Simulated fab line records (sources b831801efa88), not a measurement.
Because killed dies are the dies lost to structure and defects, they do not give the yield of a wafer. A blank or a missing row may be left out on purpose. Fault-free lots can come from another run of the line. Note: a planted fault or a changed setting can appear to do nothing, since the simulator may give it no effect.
Which tool was responsible? | flow gf180mcu | 13 lots with 39 wafers sampled at 4 steps, on a route of 602 steps

== WHAT THE GAUGES READ, wafer by wafer ==
GF_DNWELL_TW_MEAS_09.
lot  | measured    | on           | DNWELL_TW
L124 | day 2 18:11 | filmMetro-04 | 1370 1359 1356
L127 | day 3 10:41 | filmMetro-04 | 1356 1357 1353
L128 | day 3 15:06 | filmMetro-01 | 1342 1342 1341
L129 | day 3 20:31 | filmMetro-01 | 1348 1347 1336
L130 | day 4 02:35 | filmMetro-01 | 1349 1353 1351
L134 | day 5 00:28 | filmMetro-03 | 1367 1357 1366
L135 | day 5 04:45 | filmMetro-04 | 1552 1542 1542
L136 | day 5 10:42 | filmMetro-04 | 1545 1540 1535
L142 | day 6 23:10 | filmMetro-04 | 1366 1353 1359
L143 | day 7 00:54 | filmMetro-03 | 1354 1351 1347
L144 | day 7 04:17 | filmMetro-03 | 1360 1375 1368
L146 | day 7 14:42 | filmMetro-04 | 1361 1367 1366
L147 | day 7 23:18 | filmMetro-04 | 1373 1372 1366

GF_V3_RS_MEAS_24: the measuring method here is four-point-probe.
lot  | measured     | on           | V3_W_RS (ohm/sq)
L124 | day 22 09:10 | filmMetro-03 | 0.332 0.333 0.333
L127 | day 23 12:20 | filmMetro-01 | 0.326 0.334 0.327
L128 | day 23 19:53 | filmMetro-03 | 0.324 0.325 0.325
L129 | day 24 13:41 | filmMetro-02 | 0.319 0.330 0.321
L130 | day 24 20:24 | filmMetro-03 | 0.329 0.332 0.329
L134 | day 25 23:41 | filmMetro-01 | 0.330 0.321 0.328
L135 | day 26 04:22 | filmMetro-02 | 0.323 0.318 0.328
L136 | day 26 09:43 | filmMetro-02 | 0.327 0.328 0.323
L142 | day 28 14:58 | filmMetro-03 | 0.329 0.326 0.331
L143 | day 28 22:18 | filmMetro-03 | 0.324 0.325 0.322
L144 | day 29 03:55 | filmMetro-02 | 0.320 0.318 0.326
L146 | day 29 22:44 | filmMetro-02 | 0.329 0.327 0.330
L147 | day 29 20:06 | filmMetro-02 | 0.322 0.318 0.324

== WHAT TOOL EACH LOT RAN ON (gives the tool, then ch and the chambers of the sampled wafers, and finally the start) ==
lot  | GF_DNWELL_IMPLANT_07           | GF_V3_SPUTTER_21
L124 | implanter-04 ch 0, day 2 17:57 | pvdSputter-01, day 22 08:56
L127 | implanter-04 ch 0, day 3 10:29 | pvdSputter-04, day 23 12:04
L128 | implanter-01 ch 0, day 3 14:51 | pvdSputter-01, day 23 19:40
L129 | implanter-01 ch 0, day 3 20:16 | pvdSputter-01, day 24 13:28
L130 | implanter-02 ch 0, day 4 02:21 | pvdSputter-04, day 24 20:10
L134 | implanter-02 ch 0, day 5 00:14 | pvdSputter-03, day 25 23:27
L135 | implanter-02 ch 0, day 5 04:30 | pvdSputter-04, day 26 04:09
L136 | implanter-02 ch 0, day 5 10:27 | pvdSputter-04, day 26 09:30
L142 | implanter-01 ch 0, day 6 22:55 | pvdSputter-03, day 28 14:46
L143 | implanter-01 ch 0, day 7 00:39 | pvdSputter-03, day 28 22:05
L144 | implanter-04 ch 0, day 7 04:03 | pvdSputter-04, day 29 03:41
L146 | implanter-01 ch 0, day 7 14:27 | pvdSputter-01, day 29 22:31
L147 | implanter-04 ch 0, day 7 23:03 | pvdSputter-03, day 29 19:53
- GF_DNWELL_IMPLANT_07
- GF_V3_SPUTTER_21: material Ti, target thk 15 nm, time 80.02 s.

== AS READ BY THE TOOLS THEMSELVES (means over the sampled wafers that have a number; for cases with no such wafer, the mark the record gives instead) ==
GF_DNWELL_IMPLANT_07.
lot  | tool         | doseIonsCm2 | faradayCurrentUA
L124 | implanter-04 | 1e+13       | 56.1
L127 | implanter-04 | 1e+13       | 55.5
L128 | implanter-01 | 1e+13       | 57.4
L129 | implanter-01 | 1e+13       | 56.1
L130 | implanter-02 | 1e+13       | 57.2
L134 | implanter-02 | 1e+13       | 56.6
L135 | implanter-02 | 1e+13       | 80.7
L136 | implanter-02 | 1e+13       | 81.3
L142 | implanter-01 | 1e+13       | 55.3
L143 | implanter-01 | 1e+13       | 56.0
L144 | implanter-04 | 1e+13       | 57.2
L146 | implanter-01 | 1e+13       | 54.8
L147 | implanter-04 | 1e+13       | 57.1

GF_V3_SPUTTER_21.
lot  | tool          | substrateTempC (C) | throttleValvePct (%)
L124 | pvdSputter-01 | 199.87             | 30.5
L127 | pvdSputter-04 | 200.02             | 29.1
L128 | pvdSputter-01 | 200.05             | 30.4
L129 | pvdSputter-01 | 199.95             | 30.5
L130 | pvdSputter-04 | 199.75             | 29.6
L134 | pvdSputter-03 | 200.12             | 30.1
L135 | pvdSputter-04 | 199.89             | 30.1
L136 | pvdSputter-04 | 199.98             | 29.0
L142 | pvdSputter-03 | 200.20             | 29.6
L143 | pvdSputter-03 | 199.99             | 30.5
L144 | pvdSputter-04 | 200.17             | 30.6
L146 | pvdSputter-01 | 200.05             | 30.8
L147 | pvdSputter-03 | 200.00             | 29.6

== THE ANSWER, worked out from the rows above alone ==
Rule: the lots themselves supply what counts as usual. Put in order of their means at a reading, lots are off if they are a third of the lots or fewer, leave a main group of 4 or more, and stand apart from it by a gap of 3 or more times the standard deviation of the main group's means; of several such gaps the widest counts. If all means in a main group match to the digits the tables above print for the reading, that group is not used. A lot without any number at a reading at which 4 lots or more have one is off too. All remaining lots with rows at the step are treated as sound. After the gauges, taken in route order, come the tools' own readings; for these a lot's mean is taken, as printed above. At the first step where some lot is off, the reading lying furthest off is the one used; lots without a number count as furthest.
Off: L135, L136, seen at GF_DNWELL_TW_MEAS_09 (DNWELL_TW). Mean 1357 and standard deviation 9.1 in the main group.
A tool fits if, at a process step before that reading, it ran every lot that is off, and no sound lot after the first of them. The gauges at GF_DNWELL_TW_MEAS_09 aren't tried: what is off there is off at GF_DNWELL_IMPLANT_07 too, on other tools, and a gauge's error can't cause that. One fits: implanter-02 at GF_DNWELL_IMPLANT_07. A fault onset in the window from L134 (day 5 00:14, its last sound lot) to L135 (day 5 04:30, its first lot off) fits.
On the lots that are off, the tool's own readings at GF_DNWELL_IMPLANT_07 differ by more than 5 times the standard deviation of the sound lots' means, which bears it out; faradayCurrentUA reads 81.0 there versus 56.3 on the sound lots.

== WHAT THE SIMULATOR HAD INSERTED ==
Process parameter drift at GF_DNWELL_IMPLANT_07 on implanter-02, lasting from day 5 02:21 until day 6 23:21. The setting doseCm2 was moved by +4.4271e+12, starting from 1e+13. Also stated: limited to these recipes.
Lots struck among those shown: L135, L136. The rule above reached the same finding.
